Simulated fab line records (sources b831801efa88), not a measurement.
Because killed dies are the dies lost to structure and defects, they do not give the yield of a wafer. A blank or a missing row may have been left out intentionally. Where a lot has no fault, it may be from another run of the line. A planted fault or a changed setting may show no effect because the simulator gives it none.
A struck lot beside a sound one :: flow sfqLine :: 42 steps out of a route of 325
Sound: the wafers L908.1, L908.2, L908.4. Struck: wafer L900.5; the same lot's L900.4 was not struck, so it is left out; see the end for the cause.
At each step with rows: each side's tool, then ch and its chambers, then its first start. Under that, the readings that differ: sound wafers :: struck wafers :: difference of the means :: sigmas: that difference in standard deviations of wafers without a fault.
alike: a reading whose means differ by less than 2 such deviations, as well as words and numbers matching on both sides. not compared: withheld readings; readings where some wafer has no value; bounds like >300 that might hide an equal value; numbers whose values overlap and for which the record gives no deviation.
Wherever a step has rows on one side only, a row that says differs or no value, or a row with sigmas, the two part there. Numbers that have no deviation but don't overlap get no sigmas and don't part them. Lack of a reading on every wafer of one side parts them only where that side has two or more wafers.

first, 6 steps without rows for these wafers: SFQ_TRILAYER_M2_LITHO_COAT_062 (resist thk 62 nm); SFQ_TRILAYER_M2_LITHO_COAT_057 (resist thk 600 nm); SFQ_TRILAYER_M2_LITHO_SOFTBAKE_061; SFQ_TRILAYER_M2_LITHO_EXPOSE_058 (exposes mask M2, target cd 500 nm); SFQ_TRILAYER_M2_LITHO_PEB_060 (peb time 60 s); SFQ_TRILAYER_M2_LITHO_DEVELOP_059 (time 60 s).
SFQ_M2_OVL_MEAS_916:
  sound: overlay-01 at day 40 03:14; struck: overlay-02 at day 39 06:21
  alike: M2_OVL
then, 2 steps without rows for these wafers: SFQ_TRILAYER_M2_BARC_OPEN_METAL_ETCH_077 (etches BARC in O2, target depth 125 nm, time 41.7 s); SFQ_TRILAYER_M2_ETCH_METAL_ETCH_060 (etches Nb in Cl2/Ar, stops on SiO2, target depth 240 nm, time 120 s).
SFQ_TRILAYER_M2_STRIP_STRIP_061: strips in O2.
  sound on rieMetal-03 ch 0,1, day 40 03:27; struck on rieMetal-03 ch 0, day 39 06:45
  alike: drypumpMotorCurrentA, oesProductAu, platenTempC
  not compared: rfHoursCounterH
then, 2 steps without rows for these wafers: SFQ_TRILAYER_M2_STRIP_SOLV_CLEAN_062 (cleans in NMP, time 600 s); SFQ_TRILAYER_I2_DEP_PECVD_063 (deposits SiO2 from SiH4/N2O, time 111.11 s, target thk 500 nm).
SFQ_TRILAYER_I2_CMP_CMP_064: polishes SiO2.
  sound on cmp-01 ch 1,2,3, day 40 06:25; struck on cmp-02 ch 0, day 39 08:55
reading: timeToEndpointS (s)
sound: 211 210 201
struck: 256
difference: +49
sigmas: +7

reading: model.SiO2_of_TRILAYER_I2_DEP_PECVD_063.thkNm (nm)
sound: 199.6 200.6 198.5
struck: 149.2
difference: -50.4
sigmas: 
  alike: headPressurePsi, motorCurrentA, slurryFilterDpKPa
SFQ_I2_BOW_MEAS_917:
  sound: filmMetro-02 at day 40 09:25; struck: filmMetro-04 at day 39 10:29
  alike: I2_BOW
SFQ_TRILAYER_I2_METRO_MEASURE_065:
  sound: filmMetro-02 at day 40 09:32; struck: filmMetro-04 at day 39 11:08
reading: thkNm (nm)
sound: 199.7 200.7 198.7
struck: 149.2
difference: -50.5
sigmas: -50
then, 6 steps without rows for these wafers: SFQ_TRILAYER_I2_VIA_LITHO_COAT_072 (resist thk 62 nm); SFQ_TRILAYER_I2_VIA_LITHO_COAT_067 (resist thk 650 nm); SFQ_TRILAYER_I2_VIA_LITHO_SOFTBAKE_071; SFQ_TRILAYER_I2_VIA_LITHO_EXPOSE_068 (exposes mask I2, target cd 500 nm); SFQ_TRILAYER_I2_VIA_LITHO_PEB_070 (peb time 60 s); SFQ_TRILAYER_I2_VIA_LITHO_DEVELOP_069 (time 60 s).
-- the record jumps here: 6 days lie between the struck wafers' starts before and after --
SFQ_I2_OVL_MEAS_918:
  sound: overlay-02 at day 46 12:59; struck: overlay-01 at day 45 16:32
  alike: I2_OVL
SFQ_TRILAYER_I2_VIA_BARC_OPEN_VIA_ETCH_096: etches BARC in O2, target depth 125 nm, time 41.7 s.
  sound on rieDiel-02 ch 0,2,3, day 46 13:02; struck on rieDiel-02 ch 2, day 45 16:33
  alike: drypumpMotorCurrentA, oesProductAu
  not compared: rfHoursCounterH
SFQ_TRILAYER_I2_VIA_ETCH_VIA_ETCH_070: etches SiO2 in CHF3, stops on Nb, target depth 260 nm.
  sound on rieDiel-02 ch 0,2,3, day 46 13:04; struck on rieDiel-02 ch 2, day 45 16:35
reading: oesProductAu (a.u.)
sound: 0.856 0.855 0.853
struck: 0.737
difference: -0.118
sigmas: -25

reading: model.etch.depthNm (nm)
sound: 199.6 200.6 198.5
struck: 149.2
difference: -50.4
sigmas: 

reading: model.I2.featureDepthNm (nm)
sound: 199.6 200.6 198.5
struck: 149.2
difference: -50.4
sigmas: 
  alike: drypumpMotorCurrentA
then, 2 steps without rows for these wafers: SFQ_TRILAYER_I2_VIA_STRIP_STRIP_071 (strips in O2); SFQ_TRILAYER_I2_VIA_STRIP_SOLV_CLEAN_072 (cleans in NMP, time 600 s).
SFQ_TRILAYER_M3_DEP_PRE_CLEAN_074: time 22.5 s.
  sound: pvdSputter-04 at day 46 13:58; struck: pvdSputter-04 at day 45 17:39
reading: model.SiO2_of_TRILAYER_I2_DEP_PECVD_063.thkNm (nm)
sound: 192.1 193.1 191
struck: 141.7
difference: -50.4
sigmas: 
SFQ_TRILAYER_M3_DEP_SPUTTER_073: material Nb, target thk 200 nm, time 133.3 s.
  sound: pvdSputter-04 at day 46 13:59; struck: pvdSputter-04 at day 45 17:41
  alike: substrateTempC, throttleValvePct
SFQ_M3_RS_MEAS_919: a four-point-probe measurement.
  sound: filmMetro-01 at day 46 14:05; struck: filmMetro-03 at day 45 17:50
  alike: M3_NB_RS
then, 6 steps without rows for these wafers: SFQ_TRILAYER_M3_LITHO_COAT_080 (resist thk 62 nm); SFQ_TRILAYER_M3_LITHO_COAT_075 (resist thk 600 nm); SFQ_TRILAYER_M3_LITHO_SOFTBAKE_079; SFQ_TRILAYER_M3_LITHO_EXPOSE_076 (exposes mask M3, target cd 500 nm); SFQ_TRILAYER_M3_LITHO_PEB_078 (peb time 60 s); SFQ_TRILAYER_M3_LITHO_DEVELOP_077 (time 60 s).
-- the record jumps here: 5 days lie between the struck wafers' starts before and after --
SFQ_M3_OVL_MEAS_921:
  sound: overlay-01 at day 52 00:23; struck: overlay-02 at day 50 22:01
  alike: M3_OVL
SFQ_TRILAYER_M3_BARC_OPEN_METAL_ETCH_100: etches BARC in O2, target depth 125 nm, time 41.7 s.
  sound on rieMetal-03 ch 0,1, day 52 00:26; struck on rieMetal-04 ch 0, day 50 22:03
  alike: drypumpMotorCurrentA, oesProductAu
  not compared: rfHoursCounterH
SFQ_TRILAYER_M3_ETCH_METAL_ETCH_078: etches Nb in Cl2/Ar, stops on SiO2, target depth 240 nm, time 120 s.
  sound on rieMetal-03 ch 0,1, day 52 00:29; struck on rieMetal-04 ch 0, day 50 22:08
  alike: drypumpMotorCurrentA, oesProductAu
  not compared: rfHoursCounterH
then, 3 steps without rows for these wafers: SFQ_TRILAYER_M3_STRIP_STRIP_079 (strips in O2); SFQ_TRILAYER_M3_STRIP_SOLV_CLEAN_080 (cleans in NMP, time 600 s); SFQ_TRILAYER_I3_DEP_PECVD_081 (deposits SiO2 from SiH4/N2O, time 111.11 s, target thk 500 nm).
-- the record jumps here: 30 days lie between the struck wafers' starts before and after --
SFQ_M8_BOW_MEAS_951:
  sound: filmMetro-04 at day 83 07:08; struck: filmMetro-03 at day 81 05:22
reading: model.etest.i2.linkOhm
sound: 1.985 1.954 1.963
struck: 1.933
difference: -0.034
sigmas: 
  alike: M8_BOW

## WHERE THEY PART
First at SFQ_TRILAYER_I2_CMP_CMP_064; last, within this record, at SFQ_TRILAYER_I2_VIA_ETCH_VIA_ETCH_070. Later steps at which nothing parts them and some readings are alike: SFQ_TRILAYER_M3_DEP_SPUTTER_073, SFQ_M3_RS_MEAS_919, SFQ_M3_OVL_MEAS_921, SFQ_TRILAYER_M3_BARC_OPEN_METAL_ETCH_100, SFQ_TRILAYER_M3_ETCH_METAL_ETCH_078, SFQ_M8_BOW_MEAS_951.

WHY: what the simulator had put in
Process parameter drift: cmp-02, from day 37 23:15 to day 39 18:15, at SFQ_TRILAYER_I2_CMP_CMP_064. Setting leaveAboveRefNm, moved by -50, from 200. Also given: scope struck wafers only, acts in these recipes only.
